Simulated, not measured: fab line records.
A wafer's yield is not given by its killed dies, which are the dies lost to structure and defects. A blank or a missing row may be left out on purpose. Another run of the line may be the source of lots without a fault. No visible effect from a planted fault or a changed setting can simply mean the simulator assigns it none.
Which tool is to blame? ; flow gf180mcu ; 21 wafers from 7 lots sampled at 4 of the route's 602 steps

## WHAT THE GAUGES READ, wafer by wafer
GF_TOP_METAL_THK_MEAS_06: measures by xrf.
lot;measured;on;TOP_METAL_ALCU_THK (nm)
L986;day 27 08:33;film metro-04;920 919 916
L989;day 28 14:59;film metro-01;893 910 909
L991;day 29 04:50;film metro-03;922 919 912
L995;day 30 14:44;film metro-04;909 924 912
L998;day 31 07:51;film metro-04;911 908 920
L102;day 32 08:26;film metro-01;904 912 896
L107;day 33 11:57;film metro-01;920 906 893

## WHAT TOOL EACH LOT RAN ON (gives the tool, then ch and the chambers of the sampled wafers, and finally the start)
lot;GF_DUAL_GATE_OXIDATION_15;GF_TOP_METAL_SPUTTER_01;GF_TOP_METAL_SPUTTER_02
L986;furnace-02 ch 0, day 8 13:49;pvd sputter-03, day 27 08:18;pvd sputter-03, day 27 08:20
L989;furnace-02 ch 0, day 9 12:34;pvd sputter-02, day 28 14:44;pvd sputter-02, day 28 14:46
L991;furnace-01 ch 0, day 10 02:29;pvd sputter-02, day 29 04:36;pvd sputter-02, day 29 04:38
L995;furnace-02 ch 0, day 11 09:02;pvd sputter-04, day 30 14:29;pvd sputter-04, day 30 14:31
L998;furnace-02 ch 0, day 12 00:44;pvd sputter-03, day 31 07:35;pvd sputter-03, day 31 07:37
L102;furnace-01 ch 0, day 13 06:46;pvd sputter-02, day 32 08:12;pvd sputter-02, day 32 08:14
L107;furnace-01 ch 0, day 14 20:31;pvd sputter-04, day 33 11:43;pvd sputter-04, day 33 11:44
- GF_DUAL_GATE_OXIDATION_15: stabilise 600 s, purge 300 s, target thk 7.098 nm.
- GF_TOP_METAL_SPUTTER_01: material TiN, target thk 30 nm, time 25 s.
- GF_TOP_METAL_SPUTTER_02: material AlCu, target thk 900 nm, time 47.82 s.

## THE ANSWER, worked out from the rows above alone
Rule: what is usual is taken from the lots themselves. Put in order of their means at a reading, lots are off if they are a third of the lots or fewer, leave a main group of 4 or more, and stand apart from it by a gap of 3 or more times the standard deviation of the main group's means; of several such gaps the widest counts. The tables above print the reading to a certain number of digits; a main group whose means all agree to those digits is not used. Also off: a lot with no number at a reading for which 4 or more lots have one. The other lots that the step has rows for count as sound.
None of the lots is off at any reading shown; this tells nothing.

## WHAT WAS PUT IN BY THE SIMULATOR
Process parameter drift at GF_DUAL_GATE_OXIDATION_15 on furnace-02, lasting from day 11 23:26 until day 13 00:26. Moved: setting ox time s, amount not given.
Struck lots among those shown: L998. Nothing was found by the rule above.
